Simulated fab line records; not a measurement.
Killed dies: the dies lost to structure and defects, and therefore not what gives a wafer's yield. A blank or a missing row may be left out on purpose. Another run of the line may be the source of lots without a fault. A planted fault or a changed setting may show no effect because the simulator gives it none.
Which tool is to blame?    flow sky130    21 wafers from 7 lots sampled at 2 of the route's 708 steps

WHAT EACH GAUGE READ, for each wafer
SKY_SD_N_OVL_MEAS_08.
lot   measured      on          SD_N_OVL (nm)
L327  day 28 18:18  overlay-02  3.2 1.2 1.1
L331  day 29 21:00  overlay-02  0.6 1.1 2.2
L336  day 32 01:29  overlay-02  0.6 2.3 2.9
L339  day 33 06:39  overlay-02  186.0 185.2 183.9
L342  day 34 07:41  overlay-02  182.6 184.0 182.6
L344  day 35 04:12  overlay-02  0.5 1.4 -0.3
L349  day 36 00:52  overlay-02  0.9 2.7 1.0

TOOL THAT RAN EACH LOT (tool first, then ch and the chambers of the sampled wafers, then the start)
lot   SKY_SD_N_EXPOSE_04
L327  iline-stepper-01 ch 0, day 28 03:50
L331  iline-stepper-01 ch 0, day 29 06:57
L336  iline-stepper-02 ch 0, day 31 11:40
L339  iline-stepper-02 ch 0, day 32 17:17
L342  iline-stepper-02 ch 0, day 33 18:21
L344  iline-stepper-01 ch 0, day 34 15:14
L349  iline-stepper-01 ch 0, day 35 12:14
- SKY_SD_N_EXPOSE_04: exposes mask NSDM, target cd 380 nm.

THE ANSWER, worked out from the rows above alone
Rule: what is usual is taken from the lots themselves. Put in order of their means at a reading, lots are off if they are a third of the lots or fewer, leave a main group of 4 or more, and stand apart from it by a gap of 3 or more times the standard deviation of the main group's means; of several such gaps the widest counts. The tables above print the reading to a certain number of digits; a main group whose means all agree to those digits is not used. A lot without any number at a reading at which 4 lots or more have one is off too. Any other lot the step has rows for is counted as sound.
Off: L339, L342, at SKY_SD_N_OVL_MEAS_08 (SD_N_OVL). Mean 1.4 nm and standard deviation 0.5 in the main group.
If a tool, at a process step before that reading, ran all the lots that are off and no sound lot after the first of them, it fits. Those tools and the gauges at SKY_SD_N_OVL_MEAS_08 are tried in the same way. One fits: SKY_SD_N_EXPOSE_04 on iline-stepper-02. Its last sound lot is L336 (day 31 11:40), its first lot that is off L339 (day 32 17:17): a fault that began between those two fits.

WHAT WAS PUT IN BY THE SIMULATOR
Scanner matching overlay: iline-stepper-02, from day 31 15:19 on, at SKY_SD_N_EXPOSE_04. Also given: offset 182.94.
Lots struck among those shown: L339, L342. The rule above reached the same finding.
